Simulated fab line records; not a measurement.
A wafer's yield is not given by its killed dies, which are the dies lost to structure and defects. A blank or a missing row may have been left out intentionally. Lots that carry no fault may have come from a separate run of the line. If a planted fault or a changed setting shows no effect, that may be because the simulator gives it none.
Comparing a struck lot with a sound one / flow sky130 / 15 out of 708 route steps
Sound: the wafers L247.2, L247.4, L247.5. Wafers struck: L237.1, L237.2, L237.3. Last of all comes the cause.
Order at every step that has rows: each side's tool, ch and its chambers, its first start. Under that, the readings that differ: sound wafers / struck wafers / difference of the means / sigmas: that difference in standard deviations of wafers without a fault.
alike: same words and numbers on both sides, and readings whose means sit less than 2 such deviations apart. not compared: any withheld reading, any reading some wafer has no value for, any bound like >300 that may hide the same value, and any number with overlapping values for which the record gives no deviation.
The two part at a step that has a row with sigmas, a row that says differs or no value, or rows on one side only. Non-overlapping numbers with no deviation appear without sigmas and do not part them. A reading that every wafer of one side lacks parts them only if that side has two wafers or more.

SKY_POLY_CUT_ETCH_10: etches BARC in N2/H2, stops on SiO2, time 45.9 s, target depth 60 nm.
  sound on rie diel-04 ch 0,2, day 31 05:41; struck on rie diel-03 ch 1,2,3, day 26 21:37
reading=drypump motor current A (A); sound=6.7 6.5 6.5; struck=5.5 5.6 5.1; difference=-1.2; sigmas=-2
  alike: oes product au, throttle valve pct
  not compared: rf hours counter h
SKY_POLY_CUT_ETCH_11: etches Si3N4 in CF4/CH2F2/Ar, stops on poly-Si, time 42.5 s, target depth 60 nm.
  sound on rie diel-04 ch 0,2, day 31 05:44; struck on rie diel-03 ch 1,2,3, day 26 21:40
reading=drypump motor current A (A); sound=6.7 6.5 6.5; struck=5.5 5.6 5.1; difference=-1.2; sigmas=-2
  alike: ch2f2 flow sccm, oes product au, throttle valve pct
  not compared: rf hours counter h
SKY_POLY_CUT_STRIP_12: strips in O2/N2.
  sound on plasma asher-03 ch 0,1, day 31 05:46; struck on plasma asher-02 ch 0,1, day 26 21:42
  alike: drypump motor current A, oes product au, strip time to endpoint s
  not compared: rf hours counter h
then, 7 steps without rows for these wafers: SKY_SD_P_DEHYDRATE_00 (time 60 s); SKY_SD_P_HMDS_01 (prime time 60 s); SKY_SD_P_COAT_02 (resist thk 1140 nm); SKY_SD_P_SOFTBAKE_03 (time 60 s); SKY_SD_P_EXPOSE_04 (exposes mask PSDM, target cd 380 nm); SKY_SD_P_PEB_05; SKY_SD_P_DEVELOP_06 (develop time 60 s).
SKY_SD_P_CD_MEAS_07 targets a cd of 380 nm.
  sound on cd sem-02, day 32 12:36; struck on cd sem-01, day 28 05:02
  alike: cd nm
SKY_SD_P_OVL_MEAS_08:
  sound on overlay-01, day 32 12:43; struck on overlay-01, day 28 05:10
  alike: SD_P_OVL
SKY_SD_P_IMPLANT_09:
  sound on implanter-03 ch 0, day 32 12:46; struck on implanter-03 ch 0, day 28 05:12
reading=beam energy keV; sound=20.000 19.991 19.996; struck=19.740 19.745 19.734; difference=-0.256; sigmas=-39
reading=model.implant.drp nm (nm); sound=9.746 9.746 9.746; struck=9.658 9.658 9.658; difference=-0.088; sigmas=
SKY_SD_P_STRIP_10: strips in O2/N2.
  sound on plasma asher-02 ch 0,1, day 32 12:53; struck on plasma asher-02 ch 0,1, day 28 05:21
reading=strip time to endpoint s (s); sound=17.55 17.52 17.52; struck=17.43 17.45 17.43; difference=-0.09; sigmas=-2
  alike: drypump motor current A, oes product au
  not compared: rf hours counter h
SKY_PAD_OPEN_PROBE_99:
  sound wafers here have rows in the record (prober-02, day 51 05:19); struck ones have none

## WHERE THEY PART
First at SKY_POLY_CUT_ETCH_10; last, within this record, at SKY_PAD_OPEN_PROBE_99.

WHY: the cause the simulator had injected
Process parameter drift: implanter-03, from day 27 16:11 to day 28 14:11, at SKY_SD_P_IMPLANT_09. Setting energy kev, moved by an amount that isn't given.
